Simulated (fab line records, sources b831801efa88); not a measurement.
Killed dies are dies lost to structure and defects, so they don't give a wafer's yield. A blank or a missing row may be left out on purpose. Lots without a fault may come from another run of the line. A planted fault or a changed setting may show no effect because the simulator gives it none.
Which tool did it? | flow sfq_line | 7 lots, 21 wafers sampled, at 1 step of a route of 325

WHAT THE GAUGES READ, wafer by wafer
SFQ_M0_OVL_MEAS_906.
lot  | measured     | on         | M0_OVL (nm)
L632 | day 11 09:23 | overlay-02 | -3 -5 1
L636 | day 12 22:35 | overlay-01 | -1 0 -4
L638 | day 13 15:23 | overlay-02 | 1 1 -7
L641 | day 14 04:24 | overlay-02 | -6 -7 -4
L644 | day 14 15:11 | overlay-02 | -3 -1 1
L646 | day 16 09:11 | overlay-02 | -3 -4 -4
L648 | day 17 03:11 | overlay-02 | 1 -3 4

WHICH TOOL RAN EACH LOT (tool, then ch and the chambers of the sampled wafers, then the start)
The record holds no process step before these readings.

THE ANSWER, worked out from the rows above alone
Rule: what is usual is taken from the lots themselves. Put in order of their means at a reading, lots are off if they are a third of the lots or fewer, leave a main group of 4 or more, and stand apart from it by a gap of 3 or more times the standard deviation of the main group's means; of several such gaps the widest counts. A main group whose means are all the same, to the digits that the tables above print for the reading, isn't used. A lot without any number at a reading at which 4 lots or more have one is off too. The other lots that the step has rows for count as sound.
No lot is off at any reading shown: from this, nothing can be told.

WHAT THE SIMULATOR HAD PUT IN
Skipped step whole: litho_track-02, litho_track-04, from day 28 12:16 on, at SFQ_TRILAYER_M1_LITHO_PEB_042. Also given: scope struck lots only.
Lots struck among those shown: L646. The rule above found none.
